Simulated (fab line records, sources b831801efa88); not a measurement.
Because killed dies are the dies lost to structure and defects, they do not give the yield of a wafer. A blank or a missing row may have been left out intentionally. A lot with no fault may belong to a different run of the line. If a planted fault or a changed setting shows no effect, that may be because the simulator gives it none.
fab line records	flow gf180mcu
[record] lots = 24	wafers = 72	lastDay = 34
route steps=602 shown V1@352 V2@386 M3@423 TOP_METAL@568 PASSIVATION@598
lots that met no fault: from a run of the same line without faults
startH: the number of hours between the record's first day and the start of the first shown wafer of the lot	waitH: how many hours have passed since the lot's step before this one	" the same as in the row above	L1.1+2: several wafers, shown together as one row	- no value present, or no start provided	* or withheld: withheld	< > ~ a bound
route shown NAME@n: a module of which the file shows steps, and the number in the route of the first	usual: the fault-free wafers' mean and standard deviation	same: alike in all rows	chamber/n: place in a boat	sites: the reading at each site	_std_site: how widely they spread, as a standard deviation	_edge_site: the outer-site mean with the inner-site mean subtracted	radiusMm: for every site, how far away it sits from the centre of the wafer	mask NAME#n: copy n	behind: tool/chamber where the wafer was last shaped	hold: what put the lot on hold/how long, in hours/how the hold closed	device: whichever transistor did not switch (one of n, p or np)	end of line: the same wafers' tests at the end of the route	for a step that has no rows: nothing shown but its recipe	killed: count of dies lost to structure and defects at first sort (not the wafer's yield)	map: the dies of a wafer, with x for killed, . for not killed, _ for no die there
set.NAME: the setting that was run; set.NAME@STEP: the one run at that earlier step	model.NAME: the simulator's own value behind a step, which no gauge read
one table for each step of the route and one row for each wafer, over a sample of lots
services: a tool's chamber out of use, with start hour (startH, from the record's first day; less than 0 if before it), hours out, and reason
[[steps]]
[step GF_V1_ETCH_17]
[recipe] chemistry = C4F8/O2/Ar	maskMaterial = KrF	target = SiO2	stopOn = TiN	sourceW = 1500	biasW = 1200	pressureMtorr = 40	c4f8FlowSccm = withheld	O2_flow_sccm = 6	Ar_flow_sccm = 300	timeS = withheld	targetDepthA = 6300
[usual] chamberPressureMTorr = 40.00/0.036	oesProductAu = 0.856/0.0048	rfFwdPowerW = 1492/5.7
lot.wafer	tool	chamber	startH	waitH	chamberPressureMTorr	oesProductAu	rfFwdPowerW
L074.1	rieDiel-02	2	-	-	39.92	0.852	1498
L074.5	"	2	"	"	39.99	0.854	1492
L074.6	"	3	"	"	40.05	0.858	1491
L075.2	rieDiel-03	0	-	-	40.01	0.859	1496
L075.5	"	0	"	"	40.00	0.854	1488
L075.6	"	3	"	"	40.04	0.852	1479
L076.1	rieDiel-03	2	-	-	40.05	0.860	1481
L076.2	"	1	"	"	40.01	0.851	1501
L076.5	"	1	"	"	39.91	0.853	1503
L077.1	rieDiel-02	0	-	-	40.05	0.853	1503
L077.2	"	2	"	"	40.01	0.854	1489
L077.3	"	1	"	"	40.03	0.863	1494
L078.1	rieDiel-03	3	-	-	40.00	0.858	1484
L078.4	"	2	"	"	39.97	0.850	1493
L078.5	"	3	"	"	40.03	0.852	1488
L079.1	rieDiel-01	0	-	-	40.02	0.855	1494
L079.4	"	3	"	"	39.99	0.858	1490
L079.6	"	0	"	"	40.03	0.870	1495
L080.3	rieDiel-03	3	-	-	40.02	0.855	1485
L080.4	"	2	"	"	40.00	0.856	1488
L080.6	"	3	"	"	40.03	0.859	1482
L081.2	rieDiel-01	3	-	-	40.03	0.858	1490
L081.3	"	1	"	"	40.00	0.855	1489
L081.5	"	3	"	"	40.00	0.854	1489
L082.1	rieDiel-02	3	-	-	40.03	0.861	1498
L082.4	"	1	"	"	40.03	0.858	1488
L082.6	"	3	"	"	39.92	0.848	1497
L083.1	rieDiel-03	3	-	-	40.03	0.850	1489
L083.2	"	0	"	"	39.94	0.847	1490
L083.3	"	1	"	"	40.00	0.855	1504
L084.1	rieDiel-01	1	-	-	39.99	0.856	1498
L084.3	"	3	"	"	40.02	0.854	1487
L084.5	"	2	"	"	40.00	0.861	1490
L085.1	rieDiel-02	1	-	-	40.01	0.857	1487
L085.3	"	3	"	"	40.00	0.854	1503
L085.5	"	2	"	"	40.00	0.852	1496
L086.1	rieDiel-02	2	-	-	40.04	0.855	1484
L086.5	"	2	"	"	40.01	0.858	1485
L086.6	"	1	"	"	40.02	0.867	1488
L087.1	rieDiel-01	0	-	-	39.95	0.851	1488
L087.4	"	2	"	"	39.96	0.860	1491
L087.5	"	3	"	"	39.94	0.852	1490
L088.2	rieDiel-02	0	-	-	39.94	0.859	1485
L088.4	"	3	"	"	40.01	0.860	1493
L088.5	"	0	"	"	40.02	0.850	1495
L089.1	rieDiel-03	1	-	-	40.01	0.854	1495
L089.3	"	0	"	"	40.01	0.858	1494
L089.5	"	0	"	"	39.99	0.863	1500
L090.3	rieDiel-01	3	-	-	39.98	0.860	1494
L090.5	"	3	"	"	40.02	0.855	1498
L090.6	"	1	"	"	39.99	0.858	1495
L091.3	rieDiel-01	0	-	-	39.97	0.863	1498
L091.5	"	1	"	"	39.97	0.855	1486
L091.6	"	0	"	"	39.99	0.854	1490
L092.1	rieDiel-03	1	-	-	39.96	0.854	1494
L092.2	"	3	"	"	40.00	0.866	1481
L092.4	"	2	"	"	40.06	0.858	1489
L093.1	rieDiel-01	3	-	-	40.02	0.861	1499
L093.4	"	2	"	"	39.98	0.856	1490
L093.5	"	2	"	"	40.01	0.857	1490
L094.1	rieDiel-01	1	-	-	39.99	0.859	1499
L094.2	"	3	"	"	40.04	0.867	1498
L094.6	"	2	"	"	40.05	0.867	1490
L095.1	rieDiel-02	3	-	-	40.03	0.855	1491
L095.3	"	2	"	"	39.98	0.853	1490
L095.6	"	1	"	"	40.05	0.846	1490
L096.1	rieDiel-02	1	-	-	39.97	0.843	1496
L096.4	"	0	"	"	40.04	0.854	1498
L096.5	"	0	"	"	39.94	0.852	1486
L097.1	rieDiel-03	3	-	-	39.95	0.852	1491
L097.3	"	0	"	"	39.97	0.863	1496
L097.5	"	0	"	"	39.97	0.851	1496
[step GF_V2_CMP_04]
[recipe] material = SiO2	downForcePsi = 4	platenRpm = 60	padVelocityMS = 0.94248
[usual] motorCurrentA = 12.7/1	retainingRingPressureFrac = 1.000/0.0053	timeToEndpointS = 81/5
lot.wafer	tool	chamber	startH	waitH	motorCurrentA	retainingRingPressureFrac	timeToEndpointS
L074.1	cmp-02	2	432.04	0.1	12.9	0.997	79
L074.6	"	0	"	"	12.7	0.998	80
L074.5	"	1	"	"	13.3	0.988	78
L075.2	cmp-01	1	448.44	0.1	11.7	1.002	83
L075.6	"	0	"	"	12.1	1.009	93
L075.5	"	1	"	"	12.3	0.999	86
L076.2	cmp-01	3	458.16	0.1	14.1	0.995	83
L076.1	"	0	"	"	12.2	1.009	80
L076.5	"	2	"	"	11.3	1.004	90
L077.3	cmp-01	3	461.25	0.0	14.5	0.996	80
L077.2	"	0	"	"	12.5	0.997	83
L077.1	"	1	"	"	11.5	1.005	87
L078.1	cmp-02	2	472.00	0.1	13.2	1.002	76
L078.4	"	0	"	"	12.8	0.990	80
L078.5	"	2	"	"	13.5	1.003	81
L079.1	cmp-02	1	479.35	0.1	12.8	1.000	84
L079.4	"	2	"	"	13.0	0.996	82
L079.6	"	3	"	"	13.8	0.995	87
L080.4	cmp-01	2	494.65	0.0	11.6	1.010	85
L080.3	"	0	"	"	11.8	1.000	81
L080.6	"	2	"	"	11.7	1.005	87
L081.2	cmp-01	3	501.68	0.1	14.1	1.007	77
L081.3	"	0	"	"	11.2	0.998	86
L081.5	"	1	"	"	11.8	0.995	78
L082.4	cmp-01	1	510.00	0.0	11.7	0.999	80
L082.1	"	0	"	"	11.9	0.992	76
L082.6	"	2	"	"	11.7	0.993	86
L083.1	cmp-02	3	515.06	0.1	13.6	0.992	77
L083.3	"	0	"	"	12.8	1.011	76
L083.2	"	1	"	"	13.2	1.000	83
L084.3	cmp-02	1	530.70	0.2	13.2	0.996	80
L084.1	"	2	"	"	13.0	1.011	84
L084.5	"	0	"	"	13.3	0.986	91
L085.1	cmp-01	3	532.63	0.1	14.2	0.998	86
L085.3	"	0	"	"	11.8	1.001	84
L085.5	"	1	"	"	12.4	1.012	80
L086.1	cmp-01	3	551.59	0.1	14.2	0.999	76
L086.6	"	2	"	"	11.1	1.007	81
L086.5	"	3	"	"	13.8	1.000	76
L087.4	cmp-01	1	562.60	0.0	12.0	1.000	80
L087.1	"	2	"	"	11.8	1.007	80
L087.5	"	2	"	"	11.8	1.004	87
L088.2	cmp-01	2	565.04	0.0	11.5	0.996	79
L088.4	"	0	"	"	12.8	1.003	79
L088.5	"	3	"	"	14.6	1.007	85
L089.3	cmp-01	0	570.99	0.1	11.3	1.000	71
L089.1	"	1	"	"	11.9	0.993	68
L089.5	"	3	"	"	14.2	1.003	82
L090.3	cmp-01	2	578.21	0.0	12.1	1.002	77
L090.5	"	2	"	"	11.9	1.000	85
L090.6	"	3	"	"	14.1	0.995	78
L091.3	cmp-01	2	588.34	0.2	12.3	0.995	76
L091.6	"	3	"	"	14.2	1.002	78
L091.5	"	0	"	"	11.5	1.004	85
L092.2	cmp-01	1	595.82	0.0	12.0	0.997	75
L092.1	"	3	"	"	13.9	0.996	83
L092.4	"	0	"	"	11.3	0.998	90
L093.4	cmp-02	0	602.14	0.1	13.4	1.002	92
L093.1	"	1	"	"	13.6	1.004	83
L093.5	"	3	"	"	13.5	1.003	90
L094.1	cmp-02	3	606.20	0.1	13.6	0.998	77
L094.2	"	0	"	"	12.8	0.998	79
L094.6	"	2	"	"	13.6	0.991	83
L095.1	cmp-01	2	616.43	0.3	11.5	1.001	80
L095.3	"	3	"	"	14.2	1.001	82
L095.6	"	2	"	"	11.3	1.007	86
L096.1	cmp-02	2	623.44	0.1	13.7	0.999	76
L096.4	"	1	"	"	12.5	0.997	76
L096.5	"	3	"	"	13.6	1.004	81
L097.3	cmp-01	1	630.02	0.0	12.0	1.007	77
L097.1	"	0	"	"	11.8	1.000	87
L097.5	"	2	"	"	11.8	1.008	92
[step GF_V2_ETCH_16]
[recipe] chemistry = N2/H2	targetDepthA = withheld	overetchA = withheld	timeS = withheld	target = BARC	ionEnergyEv = 200	sourceW = 500	biasW = 100	pressureMtorr = 30	n2FlowSccm = 100	h2FlowSccm = 200
[usual] chamberPressureMTorr = 30.00/0.039	drypumpMotorCurrentA = 5.6/0.51	oesProductAu = 0.854/0.0044	rfFwdPowerW = 495.1/2.1	throttleValvePct = 13.226/0.0089
lot.wafer	tool	chamber	startH	waitH	chamberPressureMTorr	drypumpMotorCurrentA	oesProductAu	rfFwdPowerW	throttleValvePct
L074.1	rieDiel-03	2	457.51	0.0	29.94	4.8	0.854	493.5	13.234
L074.5	"	0	"	"	30.01	5.7	0.852	498.3	13.239
L074.6	"	1	"	"	30.04	6.1	0.856	496.6	13.228
L075.2	rieDiel-01	3	472.35	0.0	30.05	6.0	0.852	497.6	13.237
L075.5	"	2	"	"	30.01	5.6	0.850	493.9	13.230
L075.6	"	1	"	"	30.00	5.6	0.856	495.4	13.225
L076.1	rieDiel-03	3	482.85	0.0	29.98	6.4	0.856	493.3	13.227
L076.2	"	0	"	"	30.02	5.7	0.856	494.6	13.225
L076.5	"	2	"	"	30.01	4.9	0.862	494.0	13.230
L077.1	rieDiel-01	3	486.59	0.0	29.98	6.0	0.850	494.5	13.239
L077.2	"	2	"	"	29.99	5.6	0.851	494.5	13.226
L077.3	"	1	"	"	30.03	5.6	0.854	498.4	13.217
L078.1	rieDiel-03	1	495.94	0.0	29.96	6.0	0.847	498.0	13.244
L078.4	"	3	"	"	29.97	6.4	0.854	489.0	13.228
L078.5	"	1	"	"	30.02	6.0	0.853	497.3	13.227
L079.1	rieDiel-01	2	503.20	0.0	30.03	5.6	0.846	495.7	13.244
L079.4	"	1	"	"	30.03	5.6	0.853	498.4	13.221
L079.6	"	0	"	"	30.00	5.0	0.849	495.0	13.230
L080.3	rieDiel-01	3	518.55	0.0	30.05	6.0	0.857	496.8	13.233
L080.4	"	2	"	"	30.02	5.6	0.862	494.3	13.216
L080.6	"	0	"	"	30.05	5.0	0.851	496.4	13.228
L081.2	rieDiel-01	1	525.30	0.0	30.03	5.6	0.857	495.8	13.214
L081.3	"	0	"	"	29.97	5.0	0.848	497.9	13.230
L081.5	"	0	"	"	29.83	5.0	0.863	494.8	13.217
L082.1	rieDiel-03	2	533.80	0.0	30.04	4.8	0.853	493.3	13.232
L082.4	"	1	"	"	30.01	6.0	0.853	493.2	13.233
L082.6	"	0	"	"	30.02	5.7	0.856	497.7	13.224
L083.1	rieDiel-04	1	538.55	0.0	30.01	6.1	0.855	494.0	13.236
L083.2	"	2	"	"	30.06	6.2	0.862	497.2	13.232
L083.3	"	3	"	"	30.04	5.2	0.861	494.8	13.206
L084.1	rieDiel-03	3	553.48	0.0	29.97	6.4	0.854	494.1	13.212
L084.3	"	0	"	"	30.00	5.7	0.861	493.9	13.235
L084.5	"	3	"	"	29.97	6.4	0.851	494.8	13.211
L085.1	rieDiel-01	1	555.75	0.0	30.00	5.6	0.854	497.2	13.229
L085.3	"	1	"	"	30.05	5.6	0.856	494.7	13.220
L085.5	"	1	"	"	30.01	5.6	0.856	495.1	13.233
L086.1	rieDiel-03	3	574.65	0.0	29.95	6.4	0.851	492.3	13.242
L086.5	"	3	"	"	30.02	6.4	0.854	492.7	13.225
L086.6	"	2	"	"	30.01	4.9	0.861	496.1	13.224
L087.1	rieDiel-03	3	584.64	0.0	30.02	6.4	0.856	490.2	13.237
L087.4	"	0	"	"	29.98	5.7	0.860	497.6	13.228
L087.5	"	0	"	"	29.97	5.7	0.845	495.9	13.232
L088.2	rieDiel-03	2	587.98	0.0	30.00	4.9	0.854	494.4	13.232
L088.4	"	0	"	"	30.00	5.7	0.850	495.4	13.230
L088.5	"	1	"	"	29.96	6.1	0.853	497.6	13.225
L089.1	rieDiel-03	3	592.90	0.0	30.00	6.4	0.849	493.5	13.227
L089.3	"	1	"	"	30.04	6.1	0.862	496.1	13.204
L089.5	"	2	"	"	29.99	4.8	0.849	494.2	13.215
L090.3	rieDiel-03	1	599.49	0.0	30.00	6.0	0.857	494.9	13.229
L090.5	"	2	"	"	30.03	4.9	0.849	494.8	13.241
L090.6	"	1	"	"	29.99	6.0	0.860	496.6	13.223
L091.3	rieDiel-03	2	609.55	0.0	29.95	4.8	0.853	495.3	13.221
L091.5	"	2	"	"	29.97	4.9	0.847	495.1	13.234
L091.6	"	3	"	"	30.30	6.4	0.855	490.4	13.229
L092.1	rieDiel-03	0	616.90	0.0	30.01	5.7	0.856	496.3	13.236
L092.2	"	1	"	"	30.02	6.1	0.848	495.9	13.223
L092.4	"	2	"	"	30.00	4.8	0.852	492.7	13.229
L093.1	rieDiel-01	0	623.54	0.0	30.03	5.0	0.856	492.3	13.242
L093.4	"	2	"	"	29.98	5.6	0.857	495.8	13.227
L093.5	"	1	"	"	29.99	5.6	0.847	498.1	13.219
L094.1	rieDiel-01	2	627.53	0.0	30.03	5.6	0.849	494.2	13.232
L094.2	"	0	"	"	30.01	5.0	0.854	495.5	13.210
L094.6	"	1	"	"	30.00	5.6	0.852	496.1	13.223
L095.1	rieDiel-03	3	637.10	0.0	30.00	6.4	0.858	492.4	13.241
L095.3	"	1	"	"	30.03	6.0	0.856	497.4	13.232
L095.6	"	2	"	"	29.98	4.8	0.853	493.3	13.216
L096.1	rieDiel-03	1	644.25	0.0	29.98	6.0	0.856	498.8	13.226
L096.4	"	3	"	"	29.99	6.4	0.856	492.9	13.212
L096.5	"	2	"	"	30.02	4.9	0.852	492.7	13.222
L097.1	rieDiel-01	1	650.34	0.0	30.01	5.6	0.852	497.0	13.209
L097.3	"	3	"	"	30.00	6.0	0.846	496.3	13.227
L097.5	"	1	"	"	30.02	5.6	0.857	495.7	13.224
[step GF_M3_CD_MEAS_14]
[recipe] targetCdNm = 280
[usual] cdNm = 280.4/1.1
lot.wafer	tool	chamber	startH	waitH	cdNm
L074.1	cdSem-02	-	483.14	0.1	278.6
L074.5	"	-	"	"	279.7
L074.6	"	-	"	"	279.6
L075.2	cdSem-01	-	498.36	0.1	279.9
L075.5	"	-	"	"	279.1
L075.6	"	-	"	"	279.9
L076.1	cdSem-02	-	507.99	0.1	280.6
L076.2	"	-	"	"	279.2
L076.5	"	-	"	"	279.9
L077.1	cdSem-02	-	511.39	0.1	279.1
L077.2	"	-	"	"	279.2
L077.3	"	-	"	"	279.8
L078.1	cdSem-01	-	520.25	0.1	283.3
L078.4	"	-	"	"	282.5
L078.5	"	-	"	"	282.9
L079.1	cdSem-02	-	527.79	0.1	280.2
L079.4	"	-	"	"	278.7
L079.6	"	-	"	"	280.0
L080.3	cdSem-01	-	544.93	0.1	282.3
L080.4	"	-	"	"	282.0
L080.6	"	-	"	"	281.9
L081.2	cdSem-01	-	549.77	0.1	278.1
L081.3	"	-	"	"	277.8
L081.5	"	-	"	"	277.4
L082.1	cdSem-01	-	557.79	0.1	281.4
L082.4	"	-	"	"	281.7
L082.6	"	-	"	"	282.5
L083.1	cdSem-01	-	561.85	0.1	280.1
L083.2	"	-	"	"	279.8
L083.3	"	-	"	"	278.5
L084.1	cdSem-01	-	577.39	0.1	280.2
L084.3	"	-	"	"	279.0
L084.5	"	-	"	"	280.2
L085.1	cdSem-01	-	579.60	0.1	280.6
L085.3	"	-	"	"	280.1
L085.5	"	-	"	"	280.8
L086.1	cdSem-01	-	598.09	0.1	280.3
L086.5	"	-	"	"	281.5
L086.6	"	-	"	"	280.1
L087.1	cdSem-01	-	607.49	0.1	280.7
L087.4	"	-	"	"	280.9
L087.5	"	-	"	"	281.3
L088.2	cdSem-01	-	610.86	0.1	279.9
L088.4	"	-	"	"	280.2
L088.5	"	-	"	"	279.2
L089.1	cdSem-02	-	615.44	0.1	280.4
L089.3	"	-	"	"	282.0
L089.5	"	-	"	"	281.6
L090.3	cdSem-02	-	621.94	0.1	280.5
L090.5	"	-	"	"	281.0
L090.6	"	-	"	"	280.5
L091.3	cdSem-02	-	631.18	0.1	282.1
L091.5	"	-	"	"	280.5
L091.6	"	-	"	"	281.2
L092.1	cdSem-02	-	638.90	0.1	280.3
L092.2	"	-	"	"	281.4
L092.4	"	-	"	"	279.9
L093.1	cdSem-02	-	645.20	0.2	279.8
L093.4	"	-	"	"	280.0
L093.5	"	-	"	"	279.8
L094.1	cdSem-01	-	649.24	0.1	279.9
L094.2	"	-	"	"	279.1
L094.6	"	-	"	"	279.8
L095.1	cdSem-02	-	658.39	0.1	281.5
L095.3	"	-	"	"	280.0
L095.6	"	-	"	"	279.1
L096.1	cdSem-01	-	664.85	0.1	281.6
L096.4	"	-	"	"	281.3
L096.5	"	-	"	"	280.7
L097.1	cdSem-02	-	671.00	0.1	280.6
L097.3	"	-	"	"	280.6
L097.5	"	-	"	"	280.8
[step GF_TOP_METAL_SPUTTER_01]
[recipe] material = TiN	targetThkNm = 30	powerW = 6500	timeS = 25	chamberPressurePa = 0.4
[usual] cathodeDcPowerW = 6500.1/1.3	throttleValvePct = 29.7/1
[same] timeS = 25
lot.wafer	tool	chamber	startH	waitH	cathodeDcPowerW	throttleValvePct
L074.1	pvdSputter-04	-	626.31	0.1	6499.5	29.1
L074.5	"	-	"	"	6500.4	28.8
L074.6	"	-	"	"	6499.6	28.5
L075.2	pvdSputter-04	-	637.99	0.1	6498.2	30.3
L075.5	"	-	"	"	6500.2	30.3
L075.6	"	-	"	"	6499.8	28.7
L076.1	pvdSputter-01	-	647.12	0.1	6498.1	31.5
L076.2	"	-	"	"	6499.8	30.1
L076.5	"	-	"	"	6499.0	29.5
L077.1	pvdSputter-04	-	649.92	0.1	6499.4	28.5
L077.2	"	-	"	"	6501.6	28.6
L077.3	"	-	"	"	6499.2	30.6
L078.1	pvdSputter-03	-	657.73	0.1	6501.7	31.9
L078.4	"	-	"	"	6501.3	29.2
L078.5	"	-	"	"	6501.2	29.6
L079.1	pvdSputter-01	-	664.74	0.1	6500.9	29.6
L079.4	"	-	"	"	6501.2	30.2
L079.6	"	-	"	"	6500.4	31.4
L080.3	pvdSputter-04	-	678.37	0.1	6500.6	28.7
L080.4	"	-	"	"	6498.7	28.5
L080.6	"	-	"	"	6499.9	28.7
L081.2	pvdSputter-01	-	682.78	0.1	6500.3	29.8
L081.3	"	-	"	"	6499.3	31.6
L081.5	"	-	"	"	6499.8	31.3
L082.1	pvdSputter-01	-	689.03	0.1	6501.1	30.2
L082.4	"	-	"	"	6498.9	31.5
L082.6	"	-	"	"	6501.3	30.1
L083.1	pvdSputter-03	-	693.35	0.1	6498.0	29.4
L083.2	"	-	"	"	6501.8	29.5
L083.3	"	-	"	"	6498.8	30.1
L084.1	pvdSputter-04	-	706.11	0.1	6499.9	30.2
L084.3	"	-	"	"	6501.0	28.8
L084.5	"	-	"	"	6500.8	28.9
L085.1	pvdSputter-04	-	709.97	0.1	6501.3	30.6
L085.3	"	-	"	"	6499.9	28.3
L085.5	"	-	"	"	6500.9	28.8
L086.1	pvdSputter-04	-	723.89	0.1	6502.0	28.8
L086.5	"	-	"	"	6499.3	28.8
L086.6	"	-	"	"	6502.2	28.8
L087.1	pvdSputter-01	-	732.12	0.1	6499.3	31.6
L087.4	"	-	"	"	6500.6	30.0
L087.5	"	-	"	"	6498.5	31.7
L088.2	pvdSputter-04	-	735.22	0.1	6501.3	28.9
L088.4	"	-	"	"	6500.7	28.6
L088.5	"	-	"	"	6501.0	28.6
L089.1	pvdSputter-04	-	738.05	0.1	6499.6	28.7
L089.3	"	-	"	"	6500.1	30.5
L089.5	"	-	"	"	6499.2	28.8
L090.3	pvdSputter-04	-	744.44	0.1	6498.0	28.9
L090.5	"	-	"	"	6499.5	30.3
L090.6	"	-	"	"	6500.8	28.3
L091.3	pvdSputter-04	-	750.91	0.1	6501.0	28.6
L091.5	"	-	"	"	6498.7	28.5
L091.6	"	-	"	"	6499.6	30.3
L092.1	pvdSputter-03	-	757.60	0.1	6502.2	32.1
L092.2	"	-	"	"	6499.7	29.2
L092.4	"	-	"	"	6500.1	30.1
L093.1	pvdSputter-04	-	764.37	0.1	6498.9	28.4
L093.4	"	-	"	"	6501.1	28.7
L093.5	"	-	"	"	6499.0	28.9
L094.1	pvdSputter-01	-	767.28	0.1	6499.5	29.6
L094.2	"	-	"	"	6499.1	30.1
L094.6	"	-	"	"	6500.5	31.5
L095.1	pvdSputter-04	-	775.02	0.1	6497.6	28.5
L095.3	"	-	"	"	6499.9	28.6
L095.6	"	-	"	"	6501.8	28.9
L096.1	pvdSputter-01	-	780.53	0.1	6499.2	29.5
L096.4	"	-	"	"	6498.5	31.4
L096.5	"	-	"	"	6498.6	31.3
L097.1	pvdSputter-03	-	785.29	0.1	6499.2	29.3
L097.3	"	-	"	"	6499.3	31.8
L097.5	"	-	"	"	6500.3	32.3
[step GF_PASSIVATION_ETCH_11]
[recipe] chemistry = CF4/O2	targetDepthNm = 1800	stopOn = TiN	sourceW = 800	biasW = 150	pressureMtorr = 150	cf4FlowSccm = 80	O2_flow_sccm = 10	timeS = 400
[usual] chamberPressureMTorr = 150.01/0.15	drypumpMotorCurrentA = 5.6/0.49	oesProductAu = 0.974/0.0069	rfFwdPowerW = 798.1/2.4	throttleValvePct = 5.964/0.0087
[same] timeS = 400
lot.wafer	tool	chamber	startH	waitH	chamberPressureMTorr	drypumpMotorCurrentA	oesProductAu	rfFwdPowerW	rfHoursCounterH	throttleValvePct
L074.1	rieDiel-04	3	667.79	-	149.91	5.2	0.965	800.7	7	5.955
L074.5	"	0	"	"	149.74	5.1	0.976	797.0	-	5.952
L074.6	"	3	"	"	149.69	5.2	0.981	798.9	-	5.966
L075.2	rieDiel-04	1	677.94	-	149.82	6.2	0.963	800.1	15	5.975
L075.5	"	3	"	"	150.00	5.2	0.966	798.4	-	5.967
L075.6	"	1	"	"	149.99	6.1	0.970	797.8	-	5.974
L076.1	rieDiel-02	1	687.15	-	149.89	5.6	0.970	797.2	9	5.959
L076.2	"	2	"	"	150.12	5.8	0.968	803.4	12	5.958
L076.5	"	2	"	"	149.86	5.8	0.979	800.6	-	5.972
L077.1	rieDiel-04	0	689.89	-	150.03	5.1	0.965	800.7	55	5.961
L077.2	"	1	"	"	150.25	6.1	0.976	794.9	16	5.955
L077.3	"	3	"	"	149.85	5.2	0.967	800.7	8	5.962
L078.1	rieDiel-04	1	696.25	-	150.01	6.2	0.980	796.8	17	5.963
L078.4	"	3	"	"	150.04	5.2	0.979	798.2	-	5.963
L078.5	"	0	"	"	149.94	5.0	0.979	797.8	-	5.975
L079.1	rieDiel-04	2	703.55	-	150.15	6.2	0.971	796.6	10	5.965
L079.4	"	1	"	"	150.03	6.1	0.971	797.6	17	5.954
L079.6	"	0	"	"	150.07	5.1	0.967	799.6	-	5.984
L080.3	rieDiel-02	0	716.04	-	149.82	5.3	0.959	798.1	12	5.964
L080.4	"	2	"	"	149.94	5.8	0.977	795.3	13	5.967
L080.6	"	1	"	"	150.32	5.6	0.971	796.1	-	5.978
L081.2	rieDiel-02	0	720.19	-	149.92	5.3	0.971	796.9	13	5.976
L081.3	"	1	"	"	150.15	5.6	0.975	797.9	10	5.961
L081.5	"	1	"	"	149.85	5.6	0.976	797.7	-	5.957
L082.1	rieDiel-03	1	725.99	-	150.01	6.0	0.969	800.8	20	5.970
L082.4	"	2	"	"	149.96	4.9	0.981	800.3	17	5.964
L082.6	"	2	"	"	150.08	4.9	0.974	795.2	-	5.974
L083.1	rieDiel-03	2	731.05	-	150.04	4.9	0.966	801.0	18	5.966
L083.2	"	1	"	"	149.80	6.1	0.969	797.9	20	5.957
L083.3	"	3	"	"	150.08	6.4	0.972	796.8	10	5.954
L084.1	rieDiel-02	2	741.95	-	149.92	5.8	0.960	797.2	14	5.958
L084.3	"	0	"	"	149.91	5.3	0.966	797.2	13	5.955
L084.5	"	0	"	"	149.82	5.4	0.969	793.9	-	5.966
L085.1	rieDiel-04	3	746.09	-	149.99	5.2	0.965	800.0	12	5.956
L085.3	"	1	"	"	150.01	6.2	0.974	795.8	19	5.964
L085.5	"	3	"	"	150.04	5.2	0.976	794.9	-	5.959
L086.1	rieDiel-02	2	759.09	-	150.18	5.8	0.974	797.5	15	5.957
L086.5	"	1	"	"	149.91	5.6	0.980	796.8	-	5.961
L086.6	"	0	"	"	150.18	5.3	0.982	795.9	-	5.969
L087.1	rieDiel-03	1	767.34	-	150.03	6.1	0.969	796.1	22	5.968
L087.4	"	3	"	"	150.09	6.4	0.975	799.1	12	5.969
L087.5	"	2	"	"	149.86	4.8	0.981	795.1	-	5.962
L088.2	rieDiel-02	0	768.99	-	150.05	5.3	0.977	802.8	15	5.981
L088.4	"	1	"	"	150.13	5.6	0.978	796.1	13	5.967
L088.5	"	3	"	"	150.29	5.0	0.977	801.7	-	5.962
L089.1	rieDiel-03	1	772.04	-	149.92	6.0	0.970	801.0	22	5.959
L089.3	"	3	"	"	149.93	6.4	0.963	800.0	12	5.963
L089.5	"	1	"	"	150.05	6.0	0.981	797.0	-	5.950
L090.3	rieDiel-02	3	779.00	-	149.89	5.0	0.978	794.2	6	5.961
L090.5	"	0	"	"	149.98	5.3	0.981	797.8	-	5.963
L090.6	"	3	"	"	150.05	5.0	0.978	793.5	-	5.972
L091.3	rieDiel-04	1	784.34	-	150.29	6.1	0.976	799.0	21	5.956
L091.5	"	3	"	"	149.77	5.2	0.976	802.8	-	5.965
L091.6	"	0	"	"	149.99	5.1	0.977	801.3	-	5.972
L092.1	rieDiel-04	2	790.44	-	150.09	6.2	0.972	796.9	15	5.972
L092.2	"	0	"	"	149.94	5.1	0.961	800.6	2	5.953
L092.4	"	3	"	"	149.89	5.2	0.956	797.7	14	5.957
L093.1	rieDiel-03	0	796.44	-	149.95	5.7	0.985	798.2	0	5.955
L093.4	"	3	"	"	149.71	6.4	0.972	797.5	13	5.961
L093.5	"	1	"	"	149.64	6.0	0.976	802.4	-	5.988
L094.1	rieDiel-04	2	798.99	-	149.79	6.2	0.969	796.8	15	5.957
L094.2	"	0	"	"	150.15	5.1	0.969	799.3	3	5.965
L094.6	"	1	"	"	150.11	6.1	0.979	798.8	-	5.951
L095.1	rieDiel-03	1	806.19	-	149.97	6.0	0.969	798.5	24	5.979
L095.3	"	3	"	"	150.13	6.4	0.968	795.8	13	5.964
L095.6	"	3	"	"	149.91	6.3	0.981	798.1	-	5.966
L096.1	rieDiel-02	3	812.39	-	150.08	5.0	0.971	796.2	8	5.967
L096.4	"	3	"	"	150.17	5.0	0.980	797.1	-	5.956
L096.5	"	1	"	"	149.92	5.6	0.985	798.7	-	5.977
L097.1	rieDiel-03	0	816.00	-	149.95	5.7	0.969	799.2	2	5.962
L097.3	"	3	"	"	150.23	6.3	0.988	797.3	14	5.960
L097.5	"	0	"	"	150.09	5.7	0.983	797.5	-	5.957
[[services]]
tool	chamber	startH	hours	kind
rieDiel-02	1	392.74	2.8	repair
cmp-01	-	404.39	4.0	pm
rieDiel-03	3	427.50	4.2	repair
rieDiel-03	-	506.17	0.4	repair
rieDiel-03	2	508.69	7.9	repair
cmp-01	-	514.46	17.8	repair
rieDiel-01	1	515.87	4.7	repair
rieDiel-01	3	522.98	9.0	repair
cmp-01	-	533.15	3.4	repair
rieDiel-01	1	536.02	7.9	repair
rieDiel-03	2	539.11	3.4	repair
rieDiel-01	0	539.48	18.9	repair
rieDiel-01	2	543.88	19.3	repair
rieDiel-01	3	553.85	4.4	repair
rieDiel-01	-	564.71	4.7	repair
rieDiel-03	3	594.67	5.2	repair
rieDiel-02	2	596.75	1.4	repair
cmp-01	-	605.38	3.5	repair
rieDiel-02	2	637.39	2.9	repair
rieDiel-02	-	654.51	2.8	pm
rieDiel-03	-	708.50	14.6	pm
rieDiel-01	1	716.05	2.7	repair
cmp-01	-	722.46	5.4	pm
cmp-01	-	744.60	4.0	pm
[[key]]
fault none
